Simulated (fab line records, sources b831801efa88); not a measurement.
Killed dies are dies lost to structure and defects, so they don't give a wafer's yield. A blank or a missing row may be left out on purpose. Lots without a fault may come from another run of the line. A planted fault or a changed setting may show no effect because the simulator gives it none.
fab line records | flow sfq_line
record lots=5 wafers=15 last_day=88
route steps=325 shown L0@12 L0V@16
lots that met no fault: from a run of the same line without faults
start_h: hours from the record's first day to the start of the lot's first wafer shown | wait_h: hours since the lot's step before | " the same as in the row above | L1.1+2: a row that stands for several wafers | - no value, or no start given | * or withheld: withheld | < > ~ a bound
route shown NAME@n: a module of which the file shows steps, and the number in the route of the first | usual: mean/standard deviation of fault-free wafers | same: alike in all rows | chamber/n: place in a boat | sites: the reading at each site | _std_site: their standard deviation | _edge_site: outer sites' mean less inner sites' | radius_mm: how far each site lies from the wafer's centre | mask NAME#n: copy n | behind: the tool/chamber that last shaped the wafer | hold: why the lot was held/for how many hours/how that ended | device: the transistor (n, p or np) that didn't switch | end of line: the same wafers' tests at the end of the route | a step without rows: its recipe alone | killed: dies lost to structure and defects at the first sort, not the wafer's yield | map: a wafer's dies, x killed, . not, _ none there
set.NAME: the setting as run; set.NAME@STEP: as run at that earlier step | model.NAME: the simulator's own value behind a step, which no gauge read
lots at some steps of the route; a table a step, a row a wafer
services: from which hour (start_h, from the record's first day; less than 0 if before it) a tool's chamber was out of use, for how many hours, and why
## steps
# step SFQ_TRILAYER_L0_BARC_OPEN_METAL_ETCH_010
# recipe mask_material=PR chemistry=O2 target_depth_nm=125 target=BARC icp_w=600 bias_w=80 pressure_mtorr=10 time_s=41.7
# usual drypump_motor_current_A=5.52/0.18 oes_product_au=0.685/0.0048 run_length_s=70.0/0.42
# columns lot.wafer tool chamber start_h wait_h drypump_motor_current_A oes_product_au rf_hours_counter_h run_length_s
L603.3 rie_metal-04 1 76.39 0.1 5.54 0.689 - 69.4
L603.4 " 0 " " 5.57 0.674 - 70.2
L603.5 " 0 " " 5.58 0.689 - 70.6
L609.3 rie_metal-04 1 113.59 0.1 5.56 0.684 - 69.5
L609.5 " 0 " " 5.59 0.685 - 70.2
L609.6 " 1 " " 5.57 0.681 - 69.7
L619.1 rie_metal-04 0 168.12 0.1 5.57 0.680 167 70.4
L619.4 " 1 " " 5.54 0.685 - 70.1
L619.6 " 1 " " 5.57 0.691 - 69.6
L620.2 rie_metal-03 1 174.12 0.1 5.80 0.687 22 70.6
L620.3 " 1 " " 5.82 0.675 - 71.1
L620.6 " 1 " " 5.80 0.684 - 70.6
L623.3 rie_metal-03 0 192.14 0.1 5.13 0.689 - 70.6
L623.4 " 1 " " 5.81 0.690 - 70.7
L623.6 " 0 " " 5.17 0.686 - 69.8
# step SFQ_TRILAYER_L0_ETCH_METAL_ETCH_008
# recipe target=MoNx_KI stop_on=SiO2 mask_material=PR chemistry=SF6/O2 target_depth_nm=50 icp_w=600 bias_w=80 pressure_mtorr=10 time_s=25
# usual drypump_motor_current_A=5.53/0.18 oes_product_au=0.873/0.0063 run_length_s=53.4/0.46
# columns lot.wafer tool chamber start_h wait_h drypump_motor_current_A oes_product_au rf_hours_counter_h run_length_s
L603.3 rie_metal-04 1 76.45 0.0 5.57 0.872 - 52.6
L603.4 " 0 " " 5.60 0.885 - 53.5
L603.5 " 0 " " 5.58 0.878 - 53.7
L609.3 rie_metal-04 1 113.65 0.0 5.55 0.873 - 53.0
L609.5 " 0 " " 5.60 0.867 - 53.3
L609.6 " 1 " " 5.57 0.875 - 52.9
L619.1 rie_metal-04 0 168.18 0.0 5.55 0.881 167 53.9
L619.4 " 1 " " 5.55 0.863 - 53.2
L619.6 " 1 " " 5.58 0.887 - 52.9
L620.2 rie_metal-03 1 174.18 0.0 5.77 0.870 22 53.8
L620.3 " 1 " " 5.77 0.878 - 54.5
L620.6 " 1 " " 5.78 0.877 - 54.2
L623.3 rie_metal-03 0 192.20 0.0 5.20 0.871 - 53.1
L623.4 " 1 " " 5.82 0.874 - 54.2
L623.6 " 0 " " 5.13 0.877 - 53.1
# step SFQ_TRILAYER_L0_STRIP_STRIP_009
# recipe gas=O2 power_w=200 platen_temp_c=40 overash_fraction=0.65 chemistry=O2 pressure_mtorr=50
# usual drypump_motor_current_A=5.53/0.18 oes_product_au=0.999/0.012
# columns lot.wafer tool chamber start_h wait_h drypump_motor_current_A oes_product_au rf_hours_counter_h
L603.3 rie_metal-04 1 76.68 0.2 5.56 0.988 -
L603.4 " 0 " " 5.59 0.985 -
L603.5 " 0 " " 5.59 0.991 -
L609.3 rie_metal-04 1 113.88 0.2 5.55 0.988 -
L609.5 " 0 " " 5.58 0.994 -
L609.6 " 1 " " 5.55 0.985 -
L619.1 rie_metal-04 0 168.23 0.0 5.56 0.989 167
L619.4 " 1 " " 5.52 0.996 -
L619.6 " 1 " " 5.58 0.988 -
L620.2 rie_metal-03 1 174.23 0.0 5.80 1.006 22
L620.3 " 1 " " 5.79 1.016 -
L620.6 " 1 " " 5.80 1.006 -
L623.3 rie_metal-03 0 192.43 0.2 5.16 1.009 -
L623.4 " 1 " " 5.81 1.017 -
L623.6 " 0 " " 5.19 1.014 -
# step SFQ_TRILAYER_L0_STRIP_SOLV_CLEAN_010
# recipe chemistry=NMP temp_c=70 time_s=600
# step SFQ_TRILAYER_L0_CAP_PECVD_011
# recipe material=SiO2 temp_c=150 time_s=13.333 pressure_torr=2.4 rf_w=183.3 precursor=SiH4/N2O target_thk_nm=60
# usual heater_power_w=87/14 throttle_valve_pct=24.6/1.6
# columns lot.wafer tool chamber start_h wait_h heater_power_w since_wet_clean_h throttle_valve_pct
L603.3 pecvd-01 2 77.25 0.0 76 1361 24.0
L603.4 " 2 " " 74 - 23.9
L603.5 " 0 " " 101 - 23.8
L609.3 pecvd-02 1 114.45 0.0 87 1029 25.0
L609.5 " 1 " " 86 - 25.2
L609.6 " 0 " " 86 - 25.3
L619.1 pecvd-03 0 169.00 0.0 81 330 22.1
L619.4 " 0 " " 81 - 21.9
L619.6 " 2 " " 116 - 24.6
L620.2 pecvd-02 0 175.00 0.0 78 1089 25.2
L620.3 " 2 " " 89 1089 27.2
L620.6 " 1 " " 85 - 25.0
L623.3 pecvd-03 0 193.00 0.0 72 354 22.1
L623.4 " 2 " " 112 - 24.8
L623.6 " 1 " " 62 - 22.4
# step SFQ_TRILAYER_L0_VIA_LITHO_COAT_018
# recipe resist=BARC spin_rpm=3000 resist_thk_nm=62
# step SFQ_TRILAYER_L0_VIA_LITHO_COAT_013
# recipe resist=KrF spin_rpm=3000 resist_thk_nm=650
# step SFQ_TRILAYER_L0_VIA_LITHO_SOFTBAKE_017
# recipe temp_c=withheld time_s=withheld resist=KrF
# step SFQ_TRILAYER_L0_VIA_LITHO_EXPOSE_014
# recipe mask_id=L0V na=0.6 source_shape=conventional sigma_outer=0.65 target_cd_nm=700 dose_mj=21.3
# step SFQ_TRILAYER_L0_VIA_LITHO_PEB_016
# recipe peb_temp_c=115 peb_time_s=60 resist=KrF
# step SFQ_TRILAYER_L0_VIA_LITHO_DEVELOP_015
# recipe time_s=60 resist=KrF
# step SFQ_L0V_OVL_MEAS_903
# usual L0V_OVL=-2/5.6
# columns lot.wafer tool chamber start_h wait_h L0V_OVL[nm]
L603.3 overlay-02 - 95.92 0.1 -9
L603.4 " - " " -3
L603.5 " - " " -13
L609.3 overlay-01 - 134.42 0.1 0
L609.5 " - " " 3
L609.6 " - " " 12
L619.1 overlay-02 - 192.93 0.1 -5
L619.4 " - " " 0
L619.6 " - " " -1
L620.2 overlay-02 - 199.68 0.1 6
L620.3 " - " " 3
L620.6 " - " " 1
L623.3 overlay-02 - 215.29 0.1 -8
L623.4 " - " " -3
L623.6 " - " " -1
# step SFQ_TRILAYER_L0_VIA_BARC_OPEN_VIA_ETCH_021
# recipe mask_material=PR chemistry=O2 target_depth_nm=125 target=BARC source_w=500 bias_w=80 pressure_mtorr=30 time_s=41.7
# usual drypump_motor_current_A=5.9/0.53 oes_product_au=0.686/0.0048 run_length_s=70.2/0.41
# columns lot.wafer tool chamber start_h wait_h drypump_motor_current_A oes_product_au rf_hours_counter_h run_length_s model.KrF_of_TRILAYER_L0_VIA_LITHO_COAT_013.thk_nm
L603.3 rie_diel-04 1 95.94 0.0 5.2 0.694 110 69.7 573.3
L603.4 " 0 " " 6.3 0.686 54 69.9 572.6
L603.5 " 1 " " 5.2 0.687 - 69.7 573.2
L609.3 rie_diel-04 3 134.44 0.0 6.7 0.682 63 70.2 577.6
L609.5 " 1 " " 5.2 0.631 - 80.7 564.6
L609.6 " 2 " " 6.4 0.687 - 70.9 578.1
L619.1 rie_diel-04 0 192.96 0.0 6.3 0.679 56 70.2 576.4
L619.4 " 1 " " 5.3 0.690 112 69.3 576.2
L619.6 " 0 " " 6.3 0.686 - 70.0 576.7
L620.2 rie_diel-01 1 199.71 0.0 4.8 0.681 21 69.8 578
L620.3 " 3 " " 5.8 0.685 143 69.8 577.5
L620.6 " 0 " " 6.0 0.683 - 70.2 576.3
L623.3 rie_diel-01 2 215.31 0.0 5.8 0.693 141 70.2 573.8
L623.4 " 3 " " 5.8 0.681 143 69.6 576.1
L623.6 " 1 " " 4.8 0.684 - 70.5 577.6
# step SFQ_TRILAYER_L0_VIA_ETCH_VIA_ETCH_016
# recipe target=SiO2 stop_on=MoNx_KI mask_material=PR chemistry=CHF3 target_depth_nm=80 source_w=500 bias_w=80 pressure_mtorr=30 time_s=withheld
# usual drypump_motor_current_A=5.9/0.53 oes_product_au=0.842/0.0081
# columns lot.wafer tool chamber start_h wait_h drypump_motor_current_A oes_product_au model.KrF_of_TRILAYER_L0_VIA_LITHO_COAT_013.thk_nm
L603.3 rie_diel-04 1 95.98 0.0 5.2 0.835 559.4
L603.4 " 0 " " 6.3 0.852 559
L603.5 " 1 " " 5.2 0.852 559.5
L609.3 rie_diel-04 3 134.48 0.0 6.7 0.847 563.7
L609.5 " 1 " " 5.2 0.845 550.8
L609.6 " 2 " " 6.5 0.855 564.4
L619.1 rie_diel-04 0 193.00 0.0 6.3 0.828 563
L619.4 " 1 " " 5.2 0.839 562.5
L619.6 " 0 " " 6.3 0.851 563.2
L620.2 rie_diel-01 1 199.75 0.0 4.8 0.843 564.1
L620.3 " 3 " " 5.8 0.854 563.8
L620.6 " 0 " " 6.0 0.860 562.5
L623.3 rie_diel-01 2 215.35 0.0 5.8 0.845 559.5
L623.4 " 3 " " 5.8 0.843 562.4
L623.6 " 1 " " 4.8 0.837 563.7
# step SFQ_TRILAYER_L0_VIA_STRIP_STRIP_017
# recipe gas=O2 power_w=200 platen_temp_c=40 overash_fraction=0.65 chemistry=O2 pressure_mtorr=50
# usual drypump_motor_current_A=5.50/0.25 oes_product_au=1.003/0.0085
# columns lot.wafer tool chamber start_h wait_h drypump_motor_current_A oes_product_au rf_hours_counter_h
L603.3 rie_metal-02 0 96.23 - 5.21 1.000 -
L603.4 " 1 " " 5.81 1.009 -
L603.5 " 1 " " 5.82 1.004 -
L609.3 rie_metal-03 1 134.73 - 5.82 1.001 -
L609.5 " 1 " " 5.82 1.007 -
L609.6 " 0 " " 5.15 1.001 -
L619.1 rie_metal-01 0 193.05 - 5.37 0.992 104
L619.4 " 1 " " 5.57 1.019 -
L619.6 " 1 " " 5.55 1.011 -
L620.2 rie_metal-02 1 199.80 - 5.81 1.003 55
L620.3 " 1 " " 5.82 1.009 -
L620.6 " 0 " " 5.20 1.006 -
L623.3 rie_metal-02 1 215.60 - 5.83 0.999 -
L623.4 " 0 " " 5.22 0.991 -
L623.6 " 0 " " 5.22 1.000 -
## services
# columns tool chamber start_h hours kind
rie_metal-01 - 60.07 28.1 pm
rie_metal-03 - 88.50 14.6 pm
rie_diel-01 - 95.77 2.4 repair
rie_metal-01 0 101.80 17.1 repair
rie_diel-04 3 103.97 7.9 repair
rie_diel-04 0 108.81 4.0 repair
pecvd-02 2 122.06 3.5 repair
rie_metal-02 - 125.59 2.1 repair
rie_diel-04 0 128.02 5.2 repair
rie_diel-04 3 134.51 5.4 repair
pecvd-03 - 141.26 5.5 pm
rie_metal-01 1 144.34 4.5 repair
rie_diel-01 0 155.19 2.6 repair
rie_diel-04 1 156.56 20.6 repair
pecvd-02 - 162.65 3.3 repair
rie_diel-01 0 170.67 23.0 repair
rie_metal-01 - 173.05 0.4 repair
pecvd-01 - 194.25 14.0 pm
pecvd-01 0 194.25 14.0 vent_cycle
pecvd-01 1 194.25 14.0 vent_cycle
pecvd-01 2 194.25 14.0 vent_cycle
rie_diel-01 1 200.35 7.6 repair
pecvd-01 0 208.25 - clean
pecvd-01 1 208.25 - clean
## key
first_sign step=SFQ_TRILAYER_L0_VIA_BARC_OPEN_VIA_ETCH_021 reading=run_length_s direction=up sigmas=26 usual=* struck=*
effect step=SFQ_TRILAYER_L0_VIA_BARC_OPEN_VIA_ETCH_021 reading=oes_product_au direction=down sigmas=11 usual=0.686 struck=0.631
model_effect step=SFQ_TRILAYER_L0_VIA_BARC_OPEN_VIA_ETCH_021 value=KrF_of_TRILAYER_L0_VIA_LITHO_COAT_013.thk_nm without=577.3 struck=564.6
model_effect step=SFQ_TRILAYER_L0_VIA_ETCH_VIA_ETCH_016 value=KrF_of_TRILAYER_L0_VIA_LITHO_COAT_013.thk_nm without=563.6 struck=550.8
met_at SFQ_TRILAYER_L0_VIA_BARC_OPEN_VIA_ETCH_021
struck_wafers L609.5
onset_between 95.94 134.44
fault kind=process_parameter_drift tool=rie_diel-04 chamber=1 onset_h=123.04 steps=SFQ_TRILAYER_L0_VIA_BARC_OPEN_VIA_ETCH_021 channel=time_s offset=* shape=step end_h=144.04 acts_in=* stated=*
